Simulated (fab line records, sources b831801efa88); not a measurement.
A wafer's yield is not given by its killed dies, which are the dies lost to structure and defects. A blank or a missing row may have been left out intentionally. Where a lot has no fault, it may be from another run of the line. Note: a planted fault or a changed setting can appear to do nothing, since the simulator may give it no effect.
A lot that was struck, set against a sound lot :: flow gf180mcu :: 20 out of 602 route steps
Sound: these wafers, L488.1, L488.4, L488.5. Struck: wafer L479.6 (left out: L479.1, a lot-mate that was not struck); the cause follows at the end.
Each step with rows lists, per side, the tool, then ch with its chambers, then its first start. Under that, the readings that differ: sound wafers :: struck wafers :: difference of the means :: sigmas: that difference in standard deviations of wafers without a fault.
alike: words and numbers the same on both sides, and readings whose means are apart by under 2 such deviations; not compared: readings that were withheld, readings missing a value for some wafer, numbers with overlapping values and no deviation given by the record, and bounds like >300 which may hide the same value.
The two part at a step that has a row with sigmas, a row that says differs or no value, or rows on one side only. Non-overlapping numbers with no deviation appear without sigmas and do not part them. A reading that every wafer of one side lacks parts them only if that side has two wafers or more.

GF_PSD_STRIP_10: strips in O2/N2.
  sound on plasma asher-04 ch 0,1, day 21 17:50; struck on plasma asher-04 ch 0, day 19 11:29
  alike: drypump motor current A, heater power w, oes product au, strip time to endpoint s
  not compared: rf hours counter h
GF_PSD_TW_MEAS_11:
  sound: film metro-01 at day 21 17:56; struck: film metro-04 at day 19 11:35
  alike: PSD_TW
then, 1 step without rows for these wafers: GF_PSD_CLEAN_12 (cleans in SC1/SC2, time 150 s).
GF_PSD_RTA_13: time 20 s.
  sound on rtp anneal-01 ch 0, day 21 18:02; struck on rtp anneal-01 ch 0, day 19 11:41
  alike: lamp power pct, wafer_temp_C_max
GF_PSD_RS_MEAS_14: a four-point-probe measurement.
  sound: film metro-02 at day 21 18:08; struck: film metro-04 at day 19 11:52
reading: NSD_RS (ohm/sq)
sound: 46.27 46.28 46.25
struck: 45.99
difference: -0.28
sigmas: -3
GF_PSD_RS_MEAS_15: a four-point-probe measurement.
  sound: film metro-02 at day 21 18:15; struck: film metro-04 at day 19 11:59
reading: PSD_RS (ohm/sq)
sound: 108.99 108.78 108.78
struck: 108.21
difference: -0.64
sigmas: -2
GF_SAB_CVD_00: deposits SiO2 from TEOS, target thk 50 nm, time 4.9302 s.
  sound on pecvd-01 ch 1,2, day 21 18:22; struck on pecvd-01 ch 1, day 19 12:06
  alike: heater power outer w, heater power w
  not compared: since wet clean h
GF_SAB_THK_MEAS_01:
  sound: film metro-03 at day 21 18:23; struck: film metro-04 at day 19 12:07
  alike: SAB_CVD_00_THK
then, 4 steps without rows for these wafers: GF_SAB_DEHYDRATE_02 (time 60 s); GF_SAB_HMDS_03 (prime time 60 s); GF_SAB_COAT_04 (resist thk 1000 nm); GF_SAB_SOFTBAKE_05 (time 60 s).
GF_SAB_EXPOSE_06: exposes mask SAB, target cd 420 nm.
  sound on iline stepper-01 ch 0, day 22 06:11; struck on iline stepper-02 ch 0, day 20 00:33
  alike: mask
then, 2 steps without rows for these wafers: GF_SAB_PEB_07; GF_SAB_DEVELOP_08 (develop time 60 s).
GF_SAB_CD_MEAS_09: target cd 420 nm.
  sound: cd sem-02 at day 22 17:44; struck: cd sem-02 at day 20 12:41
reading: cd nm (nm)
sound: 421.4 421.1 420.7
struck: 397.4
difference: -23.7
sigmas: -10
GF_SAB_OVL_MEAS_10:
  sound: overlay-02 at day 22 17:51; struck: overlay-02 at day 20 12:49
reading: SAB_OVL (nm)
sound: 4.1 3.5 3.2
struck: -0.1
difference: -3.7
sigmas: -2
GF_SAB_ETCH_11: etches SiO2 in C4F8/O2/Ar, target depth 55 nm, time 8.5 s.
  sound on rie diel-04 ch 0,1, day 22 17:53; struck on rie diel-02 ch 0, day 20 12:51
reading: model.SAB.cd nm (nm)
sound: 421.8 421.3 419.9
struck: 397.4
difference: -23.6
sigmas: 
  alike: oes product au
  not compared: rf hours counter h
then, 1 step without rows for these wafers: GF_SAB_WET_ETCH_12 (etches SiO2 in dHF, target depth 22 nm, time 440 s).
-- the record jumps here: 13 days lie between the struck wafers' starts before and after (it left off in module SAB and takes up again in module PASSIVATION, whose first step shown is number 602 of the route) --
GF_PASSIVATION_PROBE_99:
  sound: prober-01 at day 34 18:14; struck: prober-02 at day 33 04:56
reading: model.etest.ppoly u.length nm (nm)
sound: 1005 1004 1002
struck: 976.8
difference: -26.9
sigmas: 

WHERE THEY PART
At GF_PSD_RS_MEAS_14 first; at GF_SAB_OVL_MEAS_10 last (within this record only). Later steps at which nothing parts them and some readings are alike: GF_SAB_ETCH_11.

WHY: whatever the simulator had introduced
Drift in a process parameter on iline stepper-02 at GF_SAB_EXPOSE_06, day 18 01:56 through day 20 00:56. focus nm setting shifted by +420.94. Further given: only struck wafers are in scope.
